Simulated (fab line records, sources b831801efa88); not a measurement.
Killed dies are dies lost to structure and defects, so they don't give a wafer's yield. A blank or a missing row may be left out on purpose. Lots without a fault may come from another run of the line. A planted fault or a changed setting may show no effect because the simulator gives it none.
Which tool did it? | flow gf180mcu | 14 lots, 42 wafers sampled, at 4 steps of a route of 602

WHAT THE GAUGES READ, wafer by wafer
GF_HV_LDD_CD_MEAS_46: target cd 400 nm. Usual: cd_nm 399.7 nm, standard deviation 2.3.
lot  | measured     | on        | cd_nm (nm)        | flag
L609 | day 12 21:23 | cd_sem-02 | 398.2 397.3 397.5 |
L610 | day 13 00:26 | cd_sem-02 | 397.9 398.7 398.3 |
L611 | day 13 10:45 | cd_sem-01 | 397.4 399.4 398.0 |
L612 | day 13 21:14 | cd_sem-01 | 397.9 397.1 398.1 |
L613 | day 13 22:46 | cd_sem-02 | 399.4 399.5 400.0 |
L615 | day 14 13:46 | cd_sem-02 | 400.1 401.0 400.0 |
L617 | day 15 01:42 | cd_sem-02 | 398.0 397.2 397.4 |
L619 | day 15 11:19 | cd_sem-02 | 402.0 400.9 399.9 |
L620 | day 16 03:28 | cd_sem-02 | 395.0 397.7 398.9 |
L621 | day 16 13:08 | cd_sem-02 | 402.4 400.8 403.4 |
L623 | day 16 20:36 | cd_sem-01 | 396.9 397.8 395.5 |
L628 | day 19 00:36 | cd_sem-02 | 401.5 399.6 399.7 |
L631 | day 19 14:59 | cd_sem-01 | 400.5 399.3 399.8 |
L632 | day 20 02:05 | cd_sem-02 | 399.4 400.9 400.4 |

GF_CONTACT_OVL_MEAS_15. Usual: CONTACT_OVL -4 nm, standard deviation 4.6.
lot  | measured     | on         | CONTACT_OVL (nm) | flag
L609 | day 16 14:33 | overlay-02 | -5 -5 -2         |
L610 | day 16 17:35 | overlay-02 | -3 -4 -2         |
L611 | day 17 04:27 | overlay-02 | -6 -3 -6         |
L612 | day 17 15:50 | overlay-02 | -11 -6 -5        |
L613 | day 17 16:44 | overlay-01 | -7 -4 -10        |
L615 | day 18 11:34 | overlay-01 | 4 1 -6           |
L617 | day 19 03:04 | overlay-01 | -2 -1 -9         |
L619 | day 19 14:26 | overlay-01 | -5 -5 -4         |
L620 | day 20 06:42 | overlay-01 | -5 -1 -1         |
L621 | day 20 16:54 | overlay-02 | 0 3 -3           |
L623 | day 21 03:02 | overlay-01 | -4 -2 -8         |
L628 | day 23 03:53 | overlay-02 | -1 -6 -6         |
L631 | day 23 19:09 | overlay-01 | -19 -7 -13       |
L632 | day 24 04:47 | overlay-01 | 2 0 9            |

GF_V1_OVL_MEAS_15. Usual: V1_OVL 1 nm, standard deviation 6.
lot  | measured     | on         | V1_OVL (nm) | flag
L609 | day 18 15:13 | overlay-02 | -4 6 -2     |
L610 | day 18 18:57 | overlay-01 | -6 -17 -11  |
L611 | day 19 07:18 | overlay-02 | -10 1 -1    |
L612 | day 19 19:12 | overlay-02 | -1 -2 6     |
L613 | day 19 20:35 | overlay-02 | 1 -4 -4     |
L615 | day 20 14:34 | overlay-02 | -2 -1 -5    |
L617 | day 21 06:28 | overlay-02 | -3 -3 2     |
L619 | day 21 17:50 | overlay-02 | -7 8 -1     |
L620 | day 22 09:59 | overlay-02 | -1 -5 -5    |
L621 | day 22 19:08 | overlay-02 | -3 -5 4     |
L623 | day 23 03:26 | overlay-01 | 15 -2 3     |
L628 | day 25 02:08 | overlay-02 | -4 -6 -3    |
L631 | day 25 17:14 | overlay-01 | -2 0 -8     |
L632 | day 26 02:02 | overlay-01 | -10 -4 -2   |

WHICH TOOL RAN EACH LOT (tool, then ch and the chambers of the sampled wafers, then the start)
lot  | GF_VT_IMPLANT_SOFTBAKE_36
L609 | litho_track-03 ch 0, day 7 15:59
L610 | litho_track-02 ch 0, day 7 18:24
L611 | litho_track-03 ch 0, day 8 00:59
L612 | litho_track-02 ch 0, day 8 09:52
L613 | litho_track-03 ch 0, day 8 13:52
L615 | litho_track-04 ch 0, day 9 03:50
L617 | litho_track-03 ch 0, day 9 11:13
L619 | litho_track-03 ch 0, day 9 22:28
L620 | litho_track-02 ch 0, day 10 07:45
L621 | litho_track-02 ch 0, day 10 12:55
L623 | litho_track-02 ch 0, day 10 23:00
L628 | litho_track-04 ch 0, day 12 07:49
L631 | litho_track-04 ch 0, day 13 06:16
L632 | litho_track-04 ch 0, day 13 11:14
- GF_VT_IMPLANT_SOFTBAKE_36: time 60 s.

WHAT THE TOOLS THEMSELVES READ (means of the sampled wafers that have a number; where no wafer has one, the mark that the record gives instead)
GF_VT_IMPLANT_SOFTBAKE_36. Usual: heater_power_total_W 56.60 W, standard deviation 0.047; plate_temp_C 90.02 C, standard deviation 0.12; run_length_s 89.32 s, standard deviation 0.29.
lot  | tool           | heater_power_total_W (W) | plate_temp_C (C) | run_length_s (s) | flag
L609 | litho_track-03 | 56.58                    | 90.02            | 89.02            |
L610 | litho_track-02 | 56.60                    | 90.09            | 89.46            |
L611 | litho_track-03 | 56.60                    | 90.07            | 88.80            |
L612 | litho_track-02 | 56.55                    | 90.01            | 89.49            |
L613 | litho_track-03 | 56.63                    | 89.94            | 88.95            |
L615 | litho_track-04 | 56.62                    | 90.08            | 89.60            |
L617 | litho_track-03 | 56.63                    | 89.95            | 88.84            |
L619 | litho_track-03 | 56.61                    | 89.94            | 88.84            |
L620 | litho_track-02 | 56.60                    | 90.01            | 89.41            |
L621 | litho_track-02 | 56.58                    | 90.20            | 92.47            | OFF
L623 | litho_track-02 | 56.61                    | 90.15            | 92.43            | OFF
L628 | litho_track-04 | 56.57                    | 90.05            | 89.47            |
L631 | litho_track-04 | 56.57                    | 90.09            | 89.46            |
L632 | litho_track-04 | 56.64                    | 90.08            | 89.41            |

THE ANSWER, worked out from the rows above alone
Rule: a lot is off if the mean of its wafers that have a number lies more than 3 standard deviations from the usual mean. A lot without any number at a reading at which 4 lots or more have one is off too. The other lots that the step has rows for count as sound. The gauges are gone through in route order, then the tools' own readings, and for those a lot's mean is taken as printed above. The first step at which some lot is off is used, and at that step the reading that is off furthest; a lot without a number counts as furthest.
Off: L621, L623, at GF_VT_IMPLANT_SOFTBAKE_36 (run_length_s).
A tool fits if, at that step or a process step before it, it ran every lot that is off, and no sound lot after the first of them. One fits: litho_track-02 at GF_VT_IMPLANT_SOFTBAKE_36. Its last sound lot is L620 (day 10 07:45), its first lot that is off L621 (day 10 12:55): a fault that began between those two fits.
The tool's own readings at GF_VT_IMPLANT_SOFTBAKE_36 bear it out: on the lots that are off they differ by more than 5 times the standard deviation of the sound lots' means. run_length_s reads 92.45 s there against 89.23 s on the sound lots.

WHAT THE SIMULATOR HAD PUT IN
Process parameter drift: litho_track-02, from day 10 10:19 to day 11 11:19, at GF_VT_IMPLANT_SOFTBAKE_36. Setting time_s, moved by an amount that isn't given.
Lots struck among those shown: L621, L623. The rule above found the same.
